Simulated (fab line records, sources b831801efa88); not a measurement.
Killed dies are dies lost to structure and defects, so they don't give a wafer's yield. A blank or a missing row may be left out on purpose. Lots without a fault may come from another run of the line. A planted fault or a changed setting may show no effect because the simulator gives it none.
A struck lot beside a sound one | flow sky130 | 14 steps out of a route of 708
Sound: wafers L242.3, L242.5, L242.6. Struck: wafers L243.1, L243.2, L243.6. The cause comes at the end.
At each step with rows: each side's tool, then ch and its chambers, then its first start. Under that, the readings that differ: sound wafers | struck wafers | difference of the means | sigmas: that difference in standard deviations of wafers without a fault.
alike: readings whose means differ by less than 2 such deviations, and words and numbers that are the same on both sides. not compared: withheld readings, readings that some wafer has no value for, bounds like >300 that may hide the same value, and numbers for which the record gives no deviation and whose values overlap.
The two part at a step that has a row with sigmas, a row that says differs or no value, or rows on one side only. Numbers that don't overlap but have no deviation are shown without sigmas and don't part them. A reading that every wafer of one side lacks parts them only if that side has two wafers or more.

first, 5 steps without rows for these wafers: SKY_SD_N_COAT_02 (resist thk 1140 nm); SKY_SD_N_SOFTBAKE_03 (time 60 s); SKY_SD_N_EXPOSE_04 (exposes mask NSDM, target cd 380 nm); SKY_SD_N_PEB_05; SKY_SD_N_DEVELOP_06 (develop time 60 s).
SKY_SD_N_CD_MEAS_07: target cd 380 nm.
  sound on cd_sem-01, day 29 14:59; struck on cd_sem-01, day 29 19:29
  reading    | sound             | struck            | difference | sigmas
  cd_nm (nm) | 374.5 376.1 375.7 | 381.3 382.5 385.5 | +7.7       | +3
SKY_SD_N_OVL_MEAS_08:
  sound on overlay-01, day 29 15:04; struck on overlay-02, day 29 19:37
  alike: SD_N_OVL
then, 2 steps without rows for these wafers: SKY_SD_N_IMPLANT_09; SKY_SD_N_IMPLANT_10.
SKY_SD_N_STRIP_11: strips in O2/N2.
  sound on plasma_asher-01 ch 0,1, day 29 15:25; struck on plasma_asher-01 ch 0,1, day 29 19:56
  alike: drypump_motor_current_A, o2_flow_sccm, oes_product_au, strip_time_to_endpoint_s
  not compared: rf_hours_counter_h
SKY_SD_N_TW_MEAS_12:
  sound on film_metro-01, day 29 15:31; struck on film_metro-02, day 29 20:02
  alike: SD_N_TW
then, 1 step without rows for these wafers: SKY_SD_N_CLEAN_13 (cleans in SC1/SC2, time 150 s).
SKY_SD_N_RTA_14: time 2 s.
  sound on rtp_anneal-01 ch 0, day 29 15:37; struck on rtp_anneal-02 ch 0, day 29 20:10
  reading           | sound                | struck               | difference | sigmas
  ramp_down_c_per_s | 90.014 90.009 89.983 | 36.007 35.994 35.986 | -54.006    | -99 or more
  alike: lamp_power_pct, wafer_temp_C_max
-- the record jumps here: 17 days lie between the struck wafers' starts before and after (it left off in module SD_N and takes up again in module PAD_OPEN, whose first step shown is number 708 of the route) --
SKY_PAD_OPEN_PROBE_99:
  sound on prober-01, day 47 01:46; struck on prober-02, day 47 03:58
  reading                              | sound             | struck            | difference | sigmas
  model.etest.res_xhigh_po.line_ohm_um | 5950 5801 6019    | 5023 5057 5029    | -887       |
  model.etest.res_xhigh_po.rs_ohm_sq   | 2050 2072 2113    | 1772 1785 1738    | -313       |
  model.etest.res_pdiff.line_ohm_um    | 1345 1357 1370    | 1329 1287 1333    | -41        |
  model.etest.res_high_po.line_ohm_um  | 772.1 753.7 773.8 | 714.6 715.6 725.5 | -48.0      |
  model.etest.licon_pdiff.rc_ohm       | 592.3 580 575.3   | 615.1 609.1 620   | +32.2      |
  model.etest.licon_high_po.rc_ohm     | 365.9 358.6 358.4 | 323.8 318.8 308.8 | -43.8      |
  model.etest.res_high_po.rs_ohm_sq    | 267.4 265 270.7   | 247.9 250.6 250.1 | -18.2      |
  model.etest.pfet_01v8.drive_ua_um    | 198.6 183.4 191.7 | 203.9 198.9 209.3 | +12.8      |
  alike: killed_at_M0_to_M3, killed_at_M4_up, killed_at_contacts, killed_at_front_end, killed_at_other, killed_dies, killed_open, killed_short

WHERE THEY PART
First at SKY_SD_N_CD_MEAS_07; last, within this record, at SKY_SD_N_RTA_14. Later steps at which nothing parts them and some readings are alike: SKY_PAD_OPEN_PROBE_99.

WHY: what the simulator had put in
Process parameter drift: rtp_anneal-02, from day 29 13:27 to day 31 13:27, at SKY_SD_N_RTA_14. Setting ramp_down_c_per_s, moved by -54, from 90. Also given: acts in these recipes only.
